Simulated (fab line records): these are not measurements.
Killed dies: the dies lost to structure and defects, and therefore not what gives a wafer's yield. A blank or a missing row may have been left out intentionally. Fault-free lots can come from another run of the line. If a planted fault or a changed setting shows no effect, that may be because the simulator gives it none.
fab line records | flow gf180mcu | part 2 of 2: steps 26 to 35 of 35
record lots=5 | wafers=15 | last_day=33
route steps=602 shown VT_IMPLANT@119 MVSD@136 NWELL@137 LVPWELL@138 MVPSD@139 DUAL_GATE@141
lots that met no fault: taken from a fault-free run of the same line
start_h: start of the lot's first displayed wafer, in hours after the record's first day | wait_h: how many hours have passed since the lot's step before this one | " repeats the value in the row above | L1.1+2: a single row standing in for several wafers | - no value, or no start given | * or withheld: withheld | < > ~ a bound
route shown NAME@n: NAME is a module with steps in the file, n the number in the route of the first one | usual: mean/standard deviation of fault-free wafers | same: alike in all rows | chamber/n: place in a boat | sites: the reading at each site | _std_site: their standard deviation | _edge_site: mean of outer sites minus mean of inner sites | radius_mm: for every site, how far away it sits from the centre of the wafer | mask NAME#n: copy n | behind: the last tool/chamber to shape the wafer | hold: why the lot went on hold/how many hours it stayed there/how the hold came to an end | device: the transistor (n, p or np) that didn't switch | end of line: the route-end tests of the same wafers | for a step that has no rows: nothing shown but its recipe | killed: at the first sort, the dies lost to defects and structure; wafer yield is something else | map: per-die view of a wafer (x killed, . not killed, _ where there is no die)
set.NAME: setting as actually run; set.NAME@STEP: the setting as run at that earlier step | model.NAME: the simulator's own value behind a step, which no gauge read
lots seen at some steps along the route; tables by step, rows by wafer
services: when a tool's chamber went out of use (start_h, in hours from the record's first day, below 0 if earlier), for how many hours, and the reason
## steps
# step GF_DUAL_GATE_THK_MEAS_03
# recipe reads=SiO2_of_DUAL_GATE_OXIDATION_02
# usual DUAL_GATE_OXIDATION_00_THK=10.90/0.18
lot.wafer | tool          | chamber | start_h | wait_h | DUAL_GATE_OXIDATION_00_THK[nm]
L081.1    | film_metro-04 | -       | 213.61  | 0.0    | 10.55
L081.3    | "             | -       | "       | "      | 10.85
L081.6    | "             | -       | "       | "      | 10.71
L083.1    | film_metro-02 | -       | 231.31  | 0.0    | 11.00
L083.3    | "             | -       | "       | "      | 11.10
L083.4    | "             | -       | "       | "      | 11.06
L087.2    | film_metro-04 | -       | 249.68  | 0.0    | 10.54
L087.3    | "             | -       | "       | "      | 10.63
L087.6    | "             | -       | "       | "      | 10.72
L089.1    | film_metro-03 | -       | 258.80  | 0.0    | 10.73
L089.4    | "             | -       | "       | "      | 10.67
L089.6    | "             | -       | "       | "      | 10.72
L093.2    | film_metro-03 | -       | 292.97  | 0.0    | 10.66
L093.3    | "             | -       | "       | "      | 10.41
L093.4    | "             | -       | "       | "      | 10.81
# step GF_DUAL_GATE_DEHYDRATE_04
# recipe temp_c=200 | time_s=60
# usual resist_line_temp_C=23.01/0.1
lot.wafer | tool           | chamber | start_h | wait_h | resist_line_temp_C
L081.1    | litho_track-03 | 0       | 221.78  | 8.2    | 22.99
L081.3    | "              | 0       | "       | "      | 22.90
L081.6    | "              | 0       | "       | "      | 23.02
L083.1    | litho_track-02 | 0       | 240.26  | 8.9    | 22.95
L083.3    | "              | 0       | "       | "      | 22.95
L083.4    | "              | 0       | "       | "      | 22.87
L087.2    | litho_track-03 | 0       | 258.80  | 9.1    | 22.91
L087.3    | "              | 0       | "       | "      | 22.96
L087.6    | "              | 0       | "       | "      | 22.87
L089.1    | litho_track-01 | 0       | 267.10  | 8.3    | 22.98
L089.4    | "              | 0       | "       | "      | 22.98
L089.6    | "              | 0       | "       | "      | 22.89
L093.2    | litho_track-01 | 0       | 302.47  | 9.5    | 22.95
L093.3    | "              | 0       | "       | "      | 23.09
L093.4    | "              | 0       | "       | "      | 23.05
# step GF_DUAL_GATE_HMDS_05
# recipe prime_time_s=60 | prime_temp_c=120
# usual resist_line_temp_C=22.99/0.093
lot.wafer | tool           | chamber | start_h | wait_h | resist_line_temp_C
L081.1    | litho_track-03 | 0       | 221.93  | 0.1    | 23.07
L081.3    | "              | 0       | "       | "      | 23.11
L081.6    | "              | 0       | "       | "      | 22.92
L083.1    | litho_track-02 | 0       | 240.41  | 0.1    | 23.06
L083.3    | "              | 0       | "       | "      | 22.86
L083.4    | "              | 0       | "       | "      | 23.10
L087.2    | litho_track-03 | 0       | 258.95  | 0.1    | 22.93
L087.3    | "              | 0       | "       | "      | 23.08
L087.6    | "              | 0       | "       | "      | 23.01
L089.1    | litho_track-01 | 0       | 267.25  | 0.1    | 23.00
L089.4    | "              | 0       | "       | "      | 23.06
L089.6    | "              | 0       | "       | "      | 22.95
L093.2    | litho_track-01 | 0       | 302.62  | 0.1    | 22.96
L093.3    | "              | 0       | "       | "      | 22.98
L093.4    | "              | 0       | "       | "      | 23.08
# step GF_DUAL_GATE_COAT_06
# recipe resist=NOVOLAK | spin_rpm=3000 | resist_thk_nm=1000
# usual resist_line_temp_C=23.00/0.11
lot.wafer | tool           | chamber | start_h | wait_h | resist_line_temp_C
L081.1    | litho_track-03 | 0       | 222.08  | 0.1    | 22.93
L081.3    | "              | 0       | "       | "      | 23.13
L081.6    | "              | 0       | "       | "      | 23.07
L083.1    | litho_track-02 | 0       | 240.56  | 0.1    | 22.96
L083.3    | "              | 0       | "       | "      | 22.91
L083.4    | "              | 0       | "       | "      | 23.01
L087.2    | litho_track-03 | 0       | 259.10  | 0.1    | 22.94
L087.3    | "              | 0       | "       | "      | 22.98
L087.6    | "              | 0       | "       | "      | 22.98
L089.1    | litho_track-01 | 0       | 267.40  | 0.1    | 22.89
L089.4    | "              | 0       | "       | "      | 22.88
L089.6    | "              | 0       | "       | "      | 22.96
L093.2    | litho_track-01 | 0       | 302.77  | 0.1    | 23.31
L093.3    | "              | 0       | "       | "      | 23.04
L093.4    | "              | 0       | "       | "      | 23.07
# step GF_DUAL_GATE_SOFTBAKE_07
# recipe temp_c=90 | time_s=60 | resist=NOVOLAK
# usual resist_line_temp_C=23.00/0.12
lot.wafer | tool           | chamber | start_h | wait_h | resist_line_temp_C
L081.1    | litho_track-03 | 0       | 222.23  | 0.1    | 22.88
L081.3    | "              | 0       | "       | "      | 22.98
L081.6    | "              | 0       | "       | "      | 23.10
L083.1    | litho_track-02 | 0       | 240.71  | 0.1    | 22.89
L083.3    | "              | 0       | "       | "      | 22.78
L083.4    | "              | 0       | "       | "      | 23.02
L087.2    | litho_track-03 | 0       | 259.25  | 0.1    | 22.86
L087.3    | "              | 0       | "       | "      | 22.94
L087.6    | "              | 0       | "       | "      | 22.87
L089.1    | litho_track-01 | 0       | 267.55  | 0.1    | 23.05
L089.4    | "              | 0       | "       | "      | 22.97
L089.6    | "              | 0       | "       | "      | 23.12
L093.2    | litho_track-01 | 0       | 302.92  | 0.1    | 23.07
L093.3    | "              | 0       | "       | "      | 22.99
L093.4    | "              | 0       | "       | "      | 23.10
# step GF_DUAL_GATE_EXPOSE_08
# recipe mask_id=Dualgate | target_cd_nm=700 | na=0.6 | source_shape=conventional | sigma_outer=0.6 | dose_mj=140
# usual reticle_temp_C=23.01/0.11
lot.wafer | tool             | chamber | start_h | wait_h | mask       | reticle_temp_C
L081.1    | iline_stepper-02 | 0       | -       | -      | Dualgate#0 | 22.99
L081.3    | "                | 0       | "       | "      | Dualgate#0 | 22.93
L081.6    | "                | 0       | "       | "      | Dualgate#0 | 23.06
L083.1    | iline_stepper-01 | 0       | -       | -      | Dualgate#0 | 23.09
L083.3    | "                | 0       | "       | "      | Dualgate#0 | 23.06
L083.4    | "                | 0       | "       | "      | Dualgate#0 | 23.16
L087.2    | iline_stepper-02 | 0       | -       | -      | Dualgate#0 | 23.16
L087.3    | "                | 0       | "       | "      | Dualgate#0 | 23.14
L087.6    | "                | 0       | "       | "      | Dualgate#0 | 23.05
L089.1    | iline_stepper-02 | 0       | -       | -      | Dualgate#0 | 22.89
L089.4    | "                | 0       | "       | "      | Dualgate#0 | 23.14
L089.6    | "                | 0       | "       | "      | Dualgate#0 | 22.87
L093.2    | iline_stepper-02 | 0       | -       | -      | Dualgate#0 | 22.93
L093.3    | "                | 0       | "       | "      | Dualgate#0 | 22.91
L093.4    | "                | 0       | "       | "      | Dualgate#0 | 22.90
# step GF_DUAL_GATE_PEB_09
# recipe temp_c=withheld | time_s=* | resist=NOVOLAK
# usual resist_line_temp_C=*
lot.wafer | tool           | chamber | start_h | wait_h | resist_line_temp_C
L081.1    | litho_track-03 | 0       | -       | -      | *
L081.3    | "              | 0       | "       | "      | *
L081.6    | "              | 0       | "       | "      | *
L083.1    | litho_track-01 | 0       | -       | -      | *
L083.3    | "              | 0       | "       | "      | *
L083.4    | "              | 0       | "       | "      | *
L087.2    | litho_track-03 | 0       | -       | -      | *
L087.3    | "              | 0       | "       | "      | *
L087.6    | "              | 0       | "       | "      | *
L089.1    | litho_track-03 | 0       | -       | -      | *
L089.4    | "              | 0       | "       | "      | *
L089.6    | "              | 0       | "       | "      | *
L093.2    | litho_track-02 | 0       | -       | -      | *
L093.3    | "              | 0       | "       | "      | *
L093.4    | "              | 0       | "       | "      | *
# step GF_DUAL_GATE_DEVELOP_10
# recipe develop_time_s=60 | dev_temp_c=23
# usual resist_line_temp_C=23.01/0.1
lot.wafer | tool           | chamber | start_h | wait_h | resist_line_temp_C
L081.1    | litho_track-03 | 0       | 230.48  | 0.1    | 22.97
L081.3    | "              | 0       | "       | "      | 22.96
L081.6    | "              | 0       | "       | "      | 22.98
L083.1    | litho_track-01 | 0       | 249.40  | 0.1    | 22.90
L083.3    | "              | 0       | "       | "      | 22.98
L083.4    | "              | 0       | "       | "      | 23.14
L087.2    | litho_track-03 | 0       | 268.05  | 0.1    | 22.78
L087.3    | "              | 0       | "       | "      | 23.02
L087.6    | "              | 0       | "       | "      | 22.98
L089.1    | litho_track-03 | 0       | 276.93  | 0.1    | 23.27
L089.4    | "              | 0       | "       | "      | 23.04
L089.6    | "              | 0       | "       | "      | 23.12
L093.2    | litho_track-02 | 0       | 311.98  | 0.1    | 22.99
L093.3    | "              | 0       | "       | "      | 22.97
L093.4    | "              | 0       | "       | "      | 22.71
# step GF_DUAL_GATE_OVL_MEAS_11
# usual DUAL_GATE_OVL=0.5/1.5
lot.wafer | tool       | chamber | start_h | wait_h | DUAL_GATE_OVL[nm]
L081.1    | overlay-01 | -       | 230.63  | 0.1    | 0.2
L081.3    | "          | -       | "       | "      | 1.2
L081.6    | "          | -       | "       | "      | 1.8
L083.1    | overlay-02 | -       | 249.55  | 0.1    | -0.4
L083.3    | "          | -       | "       | "      | 0.1
L083.4    | "          | -       | "       | "      | -0.1
L087.2    | overlay-01 | -       | 268.18  | 0.1    | -1.9
L087.3    | "          | -       | "       | "      | -1.3
L087.6    | "          | -       | "       | "      | 0.9
L089.1    | overlay-01 | -       | 277.08  | 0.1    | 2.4
L089.4    | "          | -       | "       | "      | 2.2
L089.6    | "          | -       | "       | "      | 1.4
L093.2    | overlay-01 | -       | 312.11  | 0.1    | 0.2
L093.3    | "          | -       | "       | "      | -0.3
L093.4    | "          | -       | "       | "      | 0.1
# step GF_DUAL_GATE_WET_ETCH_12
# recipe chemistry=dHF | target_depth_nm=13 | dry=n2_spin | target=SiO2 | temp_c=25 | dilution=100:1 | time_s=260
# usual bath_heat_duty_pct=6.5/0.68
lot.wafer | tool         | chamber | start_h | wait_h | bath_heat_duty_pct
L081.1    | wet_bench-02 | 3       | 230.66  | 0.0    | 7.2
L081.3    | "            | 3       | "       | "      | 6.1
L081.6    | "            | 3       | "       | "      | 7.0
L083.1    | wet_bench-01 | 2       | 249.58  | 0.0    | 6.4
L083.3    | "            | 2       | "       | "      | 5.5
L083.4    | "            | 2       | "       | "      | 6.9
L087.2    | wet_bench-01 | 3       | 268.21  | 0.0    | 6.2
L087.3    | "            | 3       | "       | "      | 6.3
L087.6    | "            | 3       | "       | "      | 5.0
L089.1    | wet_bench-04 | 1       | 277.11  | 0.0    | 7.3
L089.4    | "            | 1       | "       | "      | 7.2
L089.6    | "            | 1       | "       | "      | 7.3
L093.2    | wet_bench-04 | 1       | 312.14  | 0.0    | 6.5
L093.3    | "            | 1       | "       | "      | 7.3
L093.4    | "            | 1       | "       | "      | 7.5
## services
tool             | chamber | start_h | hours | kind
iline_stepper-01 | 0       | 172.62  | -     | calibration
iline_stepper-02 | -       | 180.58  | 0.6   | repair
implanter-03     | -       | 186.47  | 2.9   | pm
implanter-01     | -       | 215.64  | 3.8   | pm
furnace-01       | -       | 216.42  | 15.6  | pm
implanter-01     | -       | 238.14  | 1.6   | repair
plasma_asher-04  | -       | 261.45  | 0.7   | repair
implanter-03     | -       | 262.80  | 3.1   | repair
iline_stepper-02 | 0       | 271.66  | -     | calibration
iline_stepper-01 | -       | 273.14  | 11.2  | repair
wet_bench-02     | -       | 275.87  | 1.9   | pm
plasma_asher-04  | -       | 276.04  | 14.6  | pm
implanter-03     | -       | 278.33  | 3.3   | repair
iline_stepper-01 | -       | 291.44  | 2.8   | repair
furnace-02       | -       | 310.10  | 3.4   | pm
implanter-01     | -       | 310.66  | 1.8   | repair
